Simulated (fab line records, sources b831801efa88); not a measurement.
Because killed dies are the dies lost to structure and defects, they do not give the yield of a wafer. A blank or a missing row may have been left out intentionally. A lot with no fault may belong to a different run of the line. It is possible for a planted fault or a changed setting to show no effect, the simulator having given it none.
fab line records | flow gf180mcu
[record] lots = 5 wafers = 15 last-day = 33
route steps=602 shown CONTACT@301
lots untouched by any fault: they come from a run of this same line in which no faults occurred
start-h: start of the lot's first displayed wafer, in hours after the record's first day | wait-h: time in hours since the lot's previous step | " the same as in the row above | L1.1+2: one row covering several wafers at once | - value missing, or start not given | * or withheld: withheld | < > ~ a bound
route shown NAME@n: a module of which the file shows steps, and the number in the route of the first | usual: the fault-free wafers' mean and standard deviation | same: alike in all rows | chamber/n: place in a boat | sites: the reading at each site | _std_site: the standard deviation of these | _edge_site: the outer-site mean with the inner-site mean subtracted | radius-mm: for every site, how far away it sits from the centre of the wafer | mask NAME#n: copy n | behind: the most recent tool/chamber to have shaped the wafer | hold: why the lot went on hold/how many hours it stayed there/how the hold came to an end | device: which transistor (n, p or np) failed to switch | end of line: the route-end tests of the same wafers | a step with no rows: only its recipe | killed: dies lost to structure and defects at the first sort, not the wafer's yield | map: the dies of a wafer, with x for killed, . for not killed, _ for no die there
set.NAME: the setting as run; set.NAME@STEP: as run at that earlier step | model.NAME: the simulator's own value behind a step, which no gauge read
certain route steps with their lots: each step a table, each wafer a row
services: when a tool's chamber went out of use (start-h, in hours from the record's first day, below 0 if earlier), for how many hours, and the reason
[[steps]]
[step GF_CONTACT_CD_MEAS_14]
[recipe] target-cd-nm = 220
[usual] cd-nm = 220.5/1.5
// columns lot.wafer tool chamber start-h wait-h cd-nm
L080.2 cd-sem-02 - 431.15 0.1 218.8
L080.4 " - " " 218.2
L080.5 " - " " 219.2
L082.2 cd-sem-01 - 435.03 0.1 220.0
L082.5 " - " " 221.0
L082.6 " - " " 221.3
L085.1 cd-sem-01 - 460.87 0.1 218.7
L085.2 " - " " 219.7
L085.5 " - " " 218.7
L086.1 cd-sem-01 - 464.82 0.1 222.8
L086.3 " - " " 220.9
L086.4 " - " " 220.3
L090.2 cd-sem-02 - 500.89 0.1 219.8
L090.3 " - " " 220.3
L090.4 " - " " 219.9
[step GF_CONTACT_OVL_MEAS_15]
[usual] CONTACT_OVL = 1/4.8
// columns lot.wafer tool chamber start-h wait-h CONTACT_OVL[nm]
L080.2 overlay-02 - 431.26 0.1 -1
L080.4 " - " " -2
L080.5 " - " " 6
L082.2 overlay-01 - 435.14 0.1 -1
L082.5 " - " " 8
L082.6 " - " " 7
L085.1 overlay-01 - 460.99 0.1 5
L085.2 " - " " 1
L085.5 " - " " 3
L086.1 overlay-02 - 464.94 0.1 7
L086.3 " - " " 20
L086.4 " - " " 4
L090.2 overlay-01 - 501.00 0.1 10
L090.3 " - " " -1
L090.4 " - " " 3
[step GF_CONTACT_ETCH_16]
[recipe] chemistry = N2/H2 target-depth-a = withheld overetch-a = withheld time-s = withheld target = BARC ion-energy-ev = 200 source-w = 500 bias-w = 100 pressure-mtorr = 30 n2-flow-sccm = 100 h2-flow-sccm = 200
[usual] drypump-motor-current-A = 5.6/0.38 n2-flow-sccm = 100.0/0.3 oes-product-au = 0.854/0.0046 throttle-valve-pct = 13.223/0.0092
// columns lot.wafer tool chamber start-h wait-h drypump-motor-current-A n2-flow-sccm oes-product-au throttle-valve-pct
L080.2 rie-diel-01 3 431.29 0.0 5.9 100.1 0.847 13.217
L080.4 " 1 " " 5.8 100.4 0.854 13.218
L080.5 " 3 " " 5.9 100.0 0.864 13.227
L082.2 rie-diel-03 2 435.17 0.0 5.6 99.9 0.852 13.232
L082.5 " 3 " " 5.5 99.9 0.850 13.220
L082.6 " 0 " " 5.1 99.9 0.856 13.235
L085.1 rie-diel-03 0 461.03 0.0 5.0 99.8 0.850 13.217
L085.2 " 3 " " 5.5 99.8 0.857 13.214
L085.5 " 2 " " 5.6 99.6 0.852 13.212
L086.1 rie-diel-03 0 464.98 0.0 5.0 99.5 0.852 13.217
L086.3 " 1 " " 5.5 100.5 0.853 13.213
L086.4 " 3 " " 5.5 99.9 0.851 13.242
L090.2 rie-diel-01 3 501.03 0.0 5.9 100.3 0.858 13.238
L090.3 " 2 " " 5.7 100.0 0.862 13.214
L090.4 " 0 " " 5.4 99.6 0.853 13.230
[step GF_CONTACT_ETCH_17]
[recipe] chemistry = C4F8/O2/Ar mask-material = KrF target = SiO2 stop-on = CoSi2 source-w = 1500 bias-w = 1200 pressure-mtorr = 40 c4f8-flow-sccm = withheld O2_flow_sccm = 6 Ar_flow_sccm = 300 time-s = withheld target-depth-a = 8600
[usual] oes-product-au = 0.813/0.0048
// columns lot.wafer tool chamber start-h wait-h oes-product-au
L080.2 rie-diel-01 3 - - 0.810
L080.4 " 1 " " 0.815
L080.5 " 3 " " 0.813
L082.2 rie-diel-03 2 - - 0.809
L082.5 " 3 " " 0.817
L082.6 " 0 " " 0.814
L085.1 rie-diel-03 0 - - 0.806
L085.2 " 3 " " 0.815
L085.5 " 2 " " 0.807
L086.1 rie-diel-03 0 - - 0.806
L086.3 " 1 " " 0.813
L086.4 " 3 " " 0.817
L090.2 rie-diel-01 3 - - 0.809
L090.3 " 2 " " 0.812
L090.4 " 0 " " 0.819
[step GF_CONTACT_STRIP_18]
[recipe] chemistry = O2/N2 power-w = 1400 pressure-mtorr = 1500 platen-temp-c = 250 o2-flow-sccm = 3000 n2-flow-sccm = 300 overash-fraction = 0.5
[usual] drypump-motor-current-A = 5.5/0.63 heater-power-w = 339/33 n2-flow-sccm = 299.8/0.88 oes-product-au = 0.579/0.0049
// columns lot.wafer tool chamber start-h wait-h drypump-motor-current-A heater-power-w n2-flow-sccm oes-product-au rf-hours-counter-h
L080.2 plasma-asher-01 0 431.45 - 6.4 329 299.8 0.578 30
L080.4 " 0 " " 6.4 331 301.4 0.576 -
L080.5 " 1 " " 5.2 332 299.8 0.578 -
L082.2 plasma-asher-01 0 435.33 - 6.4 324 299.8 0.575 31
L082.5 " 0 " " 6.4 325 298.7 0.580 -
L082.6 " 1 " " 5.1 334 300.3 0.580 -
L085.1 plasma-asher-01 1 461.19 - 5.2 329 298.6 0.571 34
L085.2 " 0 " " 6.4 334 300.0 0.579 34
L085.5 " 1 " " 5.2 343 299.4 0.586 -
L086.1 plasma-asher-01 0 465.14 - 6.4 331 298.1 0.574 34
L086.3 " 1 " " 5.2 320 298.8 0.586 -
L086.4 " 0 " " 6.4 331 298.7 0.576 -
L090.2 plasma-asher-02 0 501.19 - 6.0 358 301.7 0.572 8
L090.3 " 0 " " 6.0 361 298.7 0.577 -
L090.4 " 1 " " 4.7 383 299.5 0.582 -
[step GF_CONTACT_CLEAN_19]
[recipe] chemistry = SPM
// columns lot.wafer tool chamber start-h wait-h
L080.2+4+5 wet-bench-04 3 431.55 0.1
L082.2+5+6 wet-bench-04 0 435.43 0.1
L085.1+2+5 wet-bench-04 2 461.29 0.1
L086.1+3+4 wet-bench-04 2 465.24 0.1
L090.2+3+4 wet-bench-04 0 501.29 0.1
[step GF_CONTACT_CLEAN_20]
[recipe] chemistry = DIW
// columns lot.wafer tool chamber start-h wait-h
L080.2+4+5 wet-bench-02 3 431.64 0.0
L082.2+5+6 wet-bench-02 1 435.63 0.0
L085.1+2+5 wet-bench-02 1 461.38 0.0
L086.1+3+4 wet-bench-02 3 465.33 0.0
L090.2+3+4 wet-bench-02 1 501.38 0.0
[[services]]
// columns tool chamber start-h hours kind
rie-diel-03 0 417.43 2.4 repair
plasma-asher-02 - 421.28 9.0 pm
plasma-asher-02 0 421.28 9.0 vent-cycle
plasma-asher-02 1 421.28 9.0 vent-cycle
plasma-asher-02 0 430.28 - clean
plasma-asher-02 1 430.28 - clean
wet-bench-02 - 443.58 1.9 pm
wet-bench-04 - 447.55 3.2 repair
rie-diel-03 3 495.89 - clean
rie-diel-03 3 495.89 22.1 scheduled-down
rie-diel-03 3 495.89 22.1 vent-cycle
[[key]]
fault none
